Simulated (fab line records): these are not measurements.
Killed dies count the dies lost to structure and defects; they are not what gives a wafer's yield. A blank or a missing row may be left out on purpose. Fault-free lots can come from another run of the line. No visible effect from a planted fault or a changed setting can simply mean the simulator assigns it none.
Which of the tools did it? -- flow sfqLine -- 15 lots with 45 wafers sampled at 2 steps, on a route of 325 steps

## WHAT THE GAUGES SHOWED, per wafer
No reading from a measuring or inspecting step in the record can be judged against a usual standard deviation.

## EACH LOT AND THE TOOL THAT RAN IT (in order: tool; ch and the chambers of the sampled wafers; start)
lot,SFQ_TRILAYER_A5B_CMP_CMP_130,SFQ_TRILAYER_A5B_METRO_MEASURE_131
L556,"cmp-01 ch 0,1,3, day 63 00:44","filmMetro-02, day 63 03:14"
L557,"cmp-02 ch 0,1,2, day 63 21:30","filmMetro-03, day 64 00:00"
L558,"cmp-01 ch 0,1,3, day 64 05:49","filmMetro-02, day 64 08:01"
L559,"cmp-01 ch 2,3, day 64 10:49","filmMetro-04, day 64 14:01"
L560,"cmp-01 ch 0,2,3, day 64 16:49","filmMetro-02, day 64 20:01"
L561,"cmp-01 ch 0,2,3, day 68 20:04","filmMetro-04, day 68 23:04"
L562,"cmp-01 ch 1,3, day 69 05:04","filmMetro-04, day 69 08:04"
L563,"cmp-02 ch 0,3, day 69 14:01","filmMetro-04, day 69 17:01"
L564,"cmp-01 ch 1,2,3, day 69 14:04","filmMetro-03, day 69 17:04"
L565,"cmp-02 ch 0,1, day 69 17:01","filmMetro-04, day 69 20:25"
L566,"cmp-01 ch 0,1, day 69 17:34","filmMetro-02, day 69 20:09"
L569,"cmp-02 ch 0,1, day 70 10:21","filmMetro-03, day 70 13:21"
L570,"cmp-01 ch 0,1,2, day 70 19:57","filmMetro-04, day 70 22:57"
L571,"cmp-02 ch 0,1,2, day 71 00:24","filmMetro-03, day 71 03:36"
L579,"cmp-01 ch 0,2,3, day 73 08:52","filmMetro-03, day 73 11:22"
- SFQ_TRILAYER_A5B_CMP_CMP_130: polishes, stops on Nb, target thk 340.7 nm.
- SFQ_TRILAYER_A5B_METRO_MEASURE_131

## WHAT THE TOOLS THEMSELVES READ (means of the sampled wafers that have a number; where no wafer has one, the mark that the record gives instead)
SFQ_TRILAYER_A5B_CMP_CMP_130. Usual: edgeZonePressureFrac 0.999, standard deviation 0.005; headPressurePsi 3.001 psi, standard deviation 0.0069; motorCurrentA 10.4 A, standard deviation 0.74.
lot,tool,edgeZonePressureFrac,headPressurePsi (psi),motorCurrentA (A),flag
L556,cmp-01,0.997,3.002,10.8,
L557,cmp-02,1.001,3.005,10.5,
L558,cmp-01,0.996,3.001,10.3,
L559,cmp-01,0.993,3.002,10.1,
L560,cmp-01,1.000,3.005,9.6,
L561,cmp-01,1.002,3.008,9.7,
L562,cmp-01,0.998,2.999,10.6,
L563,cmp-02,1.000,3.000,11.3,
L564,cmp-01,0.994,2.998,10.4,
L565,cmp-02,1.000,2.997,10.7,
L566,cmp-01,1.004,3.006,10.2,
L569,cmp-02,-,-,-,OFF
L570,cmp-01,-,-,-,OFF
L571,cmp-02,-,-,-,OFF
L579,cmp-01,1.002,2.994,9.8,

SFQ_TRILAYER_A5B_METRO_MEASURE_131. Usual: thkNm at 341 nm, with a standard deviation of 6.
lot,tool,thkNm (nm),flag
L556,filmMetro-02,338,
L557,filmMetro-03,348,
L558,filmMetro-02,339,
L559,filmMetro-04,334,
L560,filmMetro-02,340,
L561,filmMetro-04,337,
L562,filmMetro-04,337,
L563,filmMetro-04,344,
L564,filmMetro-03,345,
L565,filmMetro-04,348,
L566,filmMetro-02,340,
L569,filmMetro-03,600,OFF
L570,filmMetro-04,596,OFF
L571,filmMetro-03,591,OFF
L579,filmMetro-03,336,

## THE ANSWER, worked out from the rows above alone
Rule: take the mean of a lot's wafers that have a number; if it is more than 3 standard deviations from the usual mean, the lot is off. Also off: a lot with no number at a reading for which 4 or more lots have one. Where the step has rows for the other lots, those lots are counted as sound. The gauges are gone through in route order, then the tools' own readings, and for those a lot's mean is taken as printed above. The first step at which some lot is off is used, and at that step the reading that is off furthest; a lot without a number counts as furthest.
Off, at SFQ_TRILAYER_A5B_CMP_CMP_130 on edgeZonePressureFrac: L569, L570, L571. Without a number there: L569, L570, L571.
A tool fits if, at that step or a process step before it, it ran every lot that is off, and no sound lot after the first of them. Of those tried, none fits.

## WHAT THE SIMULATOR HAD INSERTED
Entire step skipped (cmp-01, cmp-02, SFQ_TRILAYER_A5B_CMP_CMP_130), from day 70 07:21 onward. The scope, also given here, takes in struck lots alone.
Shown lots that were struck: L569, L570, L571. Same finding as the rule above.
